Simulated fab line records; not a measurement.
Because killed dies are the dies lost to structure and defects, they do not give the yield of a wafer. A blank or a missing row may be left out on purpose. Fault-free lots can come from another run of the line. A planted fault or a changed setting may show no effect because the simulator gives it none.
Chamber matching + flow sky130 + rieDiel-01 running SKY_LI_CONTACT_ETCH_14: 4 sister chambers
The step etches BARC in N2/H2, stops on SiO2, time 45.9 s, target depth 60 nm. 16 wafers are shown with their chamber, then 8 later ones without.

## WAFERS WITH THEIR CHAMBER
| wafer  | chamber | biasW (W) | h2FlowSccm (sccm) | n2FlowSccm (sccm) |
|--------|---------|-----------|-------------------|-------------------|
| L075.1 | 1       | 99.99     | 200.1             | 100.17            |
| L075.2 | 3       | 100.11    | 200.7             | 100.00            |
| L075.6 | 2       | 99.76     | 200.3             | 99.84             |
| L080.1 | 2       | 100.10    | 201.2             | 100.16            |
| L080.4 | 0       | 99.97     | 200.8             | 99.93             |
| L080.6 | 1       | 100.03    | 199.9             | 100.40            |
| L082.4 | 0       | 100.02    | 199.8             | 99.93             |
| L082.5 | 1       | 100.45    | 199.8             | 99.94             |
| L082.6 | 2       | 100.20    | 200.1             | 99.90             |
| L083.2 | 1       | 100.34    | 199.6             | 100.10            |
| L083.3 | 3       | 100.16    | 200.0             | 100.04            |
| L083.4 | 0       | 99.94     | 200.2             | 100.45            |
| L084.1 | 1       | 100.54    | 201.8             | 100.05            |
| L084.4 | 3       | 99.58     | 199.0             | 100.22            |
| L084.6 | 3       | 100.14    | 199.0             | 100.50            |
| L089.2 | 0       | 99.90     | 200.0             | 99.47             |

SIGNATURES (averages over the wafers above)
| reading    | chamber 0 | chamber 1 | chamber 2 | chamber 3 | scatter within a chamber |
|------------|-----------|-----------|-----------|-----------|--------------------------|
| biasW      | 99.9575   | 100.2700  | 100.0200  | 99.9975   | 0.222                    |
| h2FlowSccm | 200.200   | 200.240   | 200.533   | 199.675   | 0.735                    |
| n2FlowSccm | 99.9450   | 100.1320  | 99.9667   | 100.1900  | 0.26                     |
Rule: a wafer's distance from a chamber is the root of the sum, over the readings, of the square of ((its reading less the chamber's mean) divided by the reading's scatter). The wafer belongs to the nearest chamber; if the next one is less than 2 further off, it can't be placed. The scatter is the square root of a quotient: the sum, over the shown wafers, of each reading's squared deviation from its chamber's mean, divided by wafers minus chambers.

## WAFERS MISSING THEIR CHAMBER
| wafer  | biasW (W) | h2FlowSccm (sccm) | n2FlowSccm (sccm) |
|--------|-----------|-------------------|-------------------|
| L089.3 | 99.65     | 199.9             | 99.58             |
| L089.5 | 99.78     | 199.8             | 99.73             |
| L090.4 | 99.88     | 199.8             | 99.37             |
| L090.5 | 100.18    | 200.5             | 99.64             |
| L090.6 | 100.34    | 200.5             | 99.90             |
| L096.2 | 100.12    | 198.8             | 100.19            |
| L096.4 | 99.85     | 199.8             | 99.63             |
| L096.6 | 99.81     | 199.4             | 100.09            |

## EACH ONE'S CHAMBER
| wafer  | from the rows above               | in truth |
|--------|-----------------------------------|----------|
| L089.3 | can't be placed: 0 or 2 or 3 or 1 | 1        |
| L089.5 | can't be placed: 0 or 2 or 3 or 1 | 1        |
| L090.4 | can't be placed: 0 or 2 or 3 or 1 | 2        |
| L090.5 | can't be placed: 2 or 0 or 1 or 3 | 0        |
| L090.6 | can't be placed: 1 or 2 or 0 or 3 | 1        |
| L096.2 | can't be placed: 3 or 1 or 0 or 2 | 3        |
| L096.4 | can't be placed: 0 or 2 or 3 or 1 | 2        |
| L096.6 | can't be placed: 3 or 0 or 2 or 1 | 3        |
Placed correctly: 0 of 8. From these rows, 8 cannot be placed; in 8 the true chamber is one of the candidates. Wrongly placed: 0.
